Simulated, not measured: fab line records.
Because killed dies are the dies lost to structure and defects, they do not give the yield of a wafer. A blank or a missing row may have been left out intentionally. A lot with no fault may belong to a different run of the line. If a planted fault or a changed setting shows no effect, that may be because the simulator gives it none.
Which of the tools did it? | flow gf180mcu | route of 602 steps, sampled at 1 step: 6 lots, 18 wafers

## WHAT EACH GAUGE READ, for each wafer
GF_VT_IMPLANT_RS_MEAS_46: a four-point-probe measurement.
lot  | measured     | on            | MVSD_RS (ohm/sq)
L839 | day 8 10:50  | film metro-02 | 458.1 457.7 457.5
L845 | day 9 23:58  | film metro-02 | 456.4 457.7 456.8
L847 | day 10 19:22 | film metro-02 | 454.3 454.3 455.6
L849 | day 11 05:11 | film metro-02 | 456.9 455.1 457.4
L855 | day 12 21:52 | film metro-03 | 455.6 455.6 455.6
L859 | day 14 03:59 | film metro-03 | 457.6 457.1 455.0

## EACH LOT AND THE TOOL THAT RAN IT (in order: tool; ch and the chambers of the sampled wafers; start)
There is no process step in the record ahead of these readings.

## THE ANSWER, worked out from the rows above alone
Rule: the lots themselves supply what counts as usual. The widest of any qualifying gaps counts: lots, ordered by their means at a reading, are off when they make up no more than a third of the lots, leave a main group of 4 or more, and stand apart from it by 3 or more times the standard deviation of that group's means. A main group whose means are all the same, to the digits that the tables above print for the reading, isn't used. Also off: a lot with no number at a reading for which 4 or more lots have one. All remaining lots with rows at the step are treated as sound.
No lot is off on any of the readings shown, so nothing can be concluded from this.

## WHAT THE SIMULATOR HAD PUT IN
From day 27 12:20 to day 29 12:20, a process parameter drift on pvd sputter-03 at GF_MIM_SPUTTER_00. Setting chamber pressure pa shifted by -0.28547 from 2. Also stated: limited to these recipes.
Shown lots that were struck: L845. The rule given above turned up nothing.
